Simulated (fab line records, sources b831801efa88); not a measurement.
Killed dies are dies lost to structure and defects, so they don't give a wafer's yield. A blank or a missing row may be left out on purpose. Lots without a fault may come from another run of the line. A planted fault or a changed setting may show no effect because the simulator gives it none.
A struck lot beside a sound one | flow sky130 | 17 steps out of a route of 708
Sound: wafers L431.2, L431.4, L431.5. Struck: wafers L434.1, L434.2, L434.5. The cause comes at the end.
At each step with rows: each side's tool, then ch and its chambers, then its first start. Under that, the readings that differ: sound wafers | struck wafers | difference of the means | sigmas: that difference in standard deviations of wafers without a fault.
alike: readings whose means differ by less than 2 such deviations, and words and numbers that are the same on both sides. not compared: withheld readings, readings that some wafer has no value for, bounds like >300 that may hide the same value, and numbers for which the record gives no deviation and whose values overlap.
The two part at a step that has a row with sigmas, a row that says differs or no value, or rows on one side only. Numbers that don't overlap but have no deviation are shown without sigmas and don't part them. A reading that every wafer of one side lacks parts them only if that side has two wafers or more.

first, 2 steps without rows for these wafers: SKY_LOCAL_INTERCONNECT_PEB_09; SKY_LOCAL_INTERCONNECT_DEVELOP_10 (develop time 60 s).
SKY_LOCAL_INTERCONNECT_CD_MEAS_11: target cd 170 nm.
  sound on cd_sem-02, day 31 19:30; struck on cd_sem-01, day 32 19:34
  alike: cd_nm
SKY_LOCAL_INTERCONNECT_OVL_MEAS_12:
  sound on overlay-02, day 31 19:36; struck on overlay-01, day 32 19:41
  alike: LOCAL_INTERCONNECT_OVL
SKY_LOCAL_INTERCONNECT_ETCH_13: etches BARC in N2/H2, stops on SiO2, time 45.9 s, target depth 60 nm.
  sound on rie_metal-03 ch 0, day 31 19:38; struck on rie_metal-03 ch 0,1, day 32 19:44
  alike: drypump_motor_current_A, oes_product_au, throttle_valve_pct
  not compared: rf_hours_counter_h
SKY_LOCAL_INTERCONNECT_METAL_ETCH_14: etches TiN in Cl2/BCl3, stops on PSG, target depth 110 nm, time 31.4 s.
  sound on rie_metal-03 ch 0, day 31 19:42; struck on rie_metal-03 ch 0,1, day 32 19:47
  alike: drypump_motor_current_A, oes_product_au, throttle_valve_pct
  not compared: rf_hours_counter_h
SKY_LOCAL_INTERCONNECT_STRIP_15: strips in O2/N2.
  sound on plasma_asher-01 ch 0,1, day 31 19:45; struck on plasma_asher-03 ch 0,1, day 32 19:50
  alike: drypump_motor_current_A, oes_product_au, strip_time_to_endpoint_s
  not compared: rf_hours_counter_h
then, 3 steps without rows for these wafers: SKY_LOCAL_INTERCONNECT_STRIP_16 (strips in post etch residue remover, time 1200 s); SKY_LOCAL_INTERCONNECT_CLEAN_17 (cleans in IPA, time 180 s); SKY_LOCAL_INTERCONNECT_CLEAN_18 (cleans in O3/DIW).
SKY_CONTACT_CVD_00: deposits Si3N4, target thk 75 nm.
  sound on pecvd-03 ch 1,2, day 31 20:20; struck on pecvd-03 ch 1,2, day 32 20:28
  alike: heater_power_w
SKY_CONTACT_THK_MEAS_01:
  sound on film_metro-01, day 31 20:24; struck on film_metro-02, day 32 20:31
  alike: CONTACT_CVD_00_THK
SKY_CONTACT_HDPCVD_02: deposits SiO2, target thk 565 nm, time 94.2 s.
  sound on hdpcvd-02 ch 0,2, day 31 20:27; struck on hdpcvd-01 ch 0,2, day 32 20:34
  reading                                     | sound             | struck            | difference | sigmas
  run_length_s (s)                            | 121.5 121.4 121.4 | 129.3 128.1 128.0 | +7.0       | +15
  model.SiO2_of_CONTACT_HDPCVD_02.thk_nm (nm) | 569.6 560.2 558.3 | 602.9 609.5 605.6 | +43.3      |
SKY_CONTACT_THK_MEAS_03:
  sound on film_metro-04, day 31 20:32; struck on film_metro-01, day 32 20:38
  reading                 | sound       | struck      | difference | sigmas
  CONTACT_HDPCVD_THK (nm) | 570 560 558 | 603 610 605 | +43        | +7
SKY_CONTACT_CMP_04: polishes SiO2.
  sound on cmp-02 ch 0,1,3, day 31 20:38; struck on cmp-02 ch 1,2,3, day 32 20:45
  alike: motor_current_A, platen_rpm, time_to_endpoint_s
SKY_CONTACT_BOW_MEAS_05:
  sound on film_metro-01, day 31 20:54; struck on film_metro-02, day 32 21:00
  alike: CONTACT_BOW
-- the record jumps here: 15 days lie between the struck wafers' starts before and after (it left off in module CONTACT and takes up again in module PAD_OPEN, whose first step shown is number 708 of the route) --
SKY_PAD_OPEN_PROBE_99:
  sound on prober-02, day 46 22:04; struck on prober-01, day 47 17:43
  alike: killed_at_M0_to_M3, killed_at_M4_up, killed_at_contacts, killed_at_front_end, killed_at_other, killed_dies, killed_open, killed_short

WHERE THEY PART
First at SKY_CONTACT_HDPCVD_02; last, within this record, at SKY_CONTACT_THK_MEAS_03. Later steps at which nothing parts them and some readings are alike: SKY_CONTACT_CMP_04, SKY_CONTACT_BOW_MEAS_05, SKY_PAD_OPEN_PROBE_99.

WHY: what the simulator had put in
Process parameter drift: hdpcvd-01, from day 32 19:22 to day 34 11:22, at SKY_CONTACT_HDPCVD_02. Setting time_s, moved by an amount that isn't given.
